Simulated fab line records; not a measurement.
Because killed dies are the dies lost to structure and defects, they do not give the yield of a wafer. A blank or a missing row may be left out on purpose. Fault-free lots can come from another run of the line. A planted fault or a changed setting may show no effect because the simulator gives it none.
Chamber matching ; flow gf180mcu ; wet bench-02 running GF_M5_STRIP_12: 3 sister chambers
The step strips in post etch residue remover, time 1200 s. 14 wafers are shown with their chamber, then 4 later ones without.

== EACH WAFER AND ITS CHAMBER ==
wafer;chamber;temp c (C)
L451.1;2;72.53
L451.3;2;72.65
L451.4;2;72.66
L453.1;1;72.54
L453.2;1;72.52
L453.5;1;72.50
L455.3;0;72.43
L455.4;0;72.41
L455.6;0;72.45
L457.1;0;72.23
L457.4;0;72.29
L457.5;0;72.37
L466.2;2;72.34
L466.3;2;72.44

SIGNATURES (means of the wafers above)
reading;chamber 0;chamber 1;chamber 2;scatter within a chamber
temp c;72.3633;72.5200;72.5240;0.102
Rule: a wafer's distance from a chamber is the root of the sum, over the readings, of the square of ((its reading less the chamber's mean) divided by the reading's scatter). The wafer belongs to the nearest chamber; if the next one is less than 2 further off, it can't be placed. The scatter: the root of (the sum of the squares of (reading less its chamber's mean) over the shown wafers, divided by (wafers less chambers)).

== WAFERS WITH NO CHAMBER GIVEN ==
wafer;temp c (C)
L466.5;72.40
L467.2;72.68
L467.3;72.72
L467.6;72.69

== EACH ONE'S CHAMBER ==
wafer;from the rows above;in truth
L466.5;can't be placed: 0 or 1 or 2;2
L467.2;can't be placed: 2 or 1 or 0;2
L467.3;can't be placed: 2 or 1 or 0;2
L467.6;can't be placed: 2 or 1 or 0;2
Correct placement for 0 of the 4. Unplaceable from these rows: 4, with the true chamber sitting among the candidates in 4. Wrongly placed: 0.
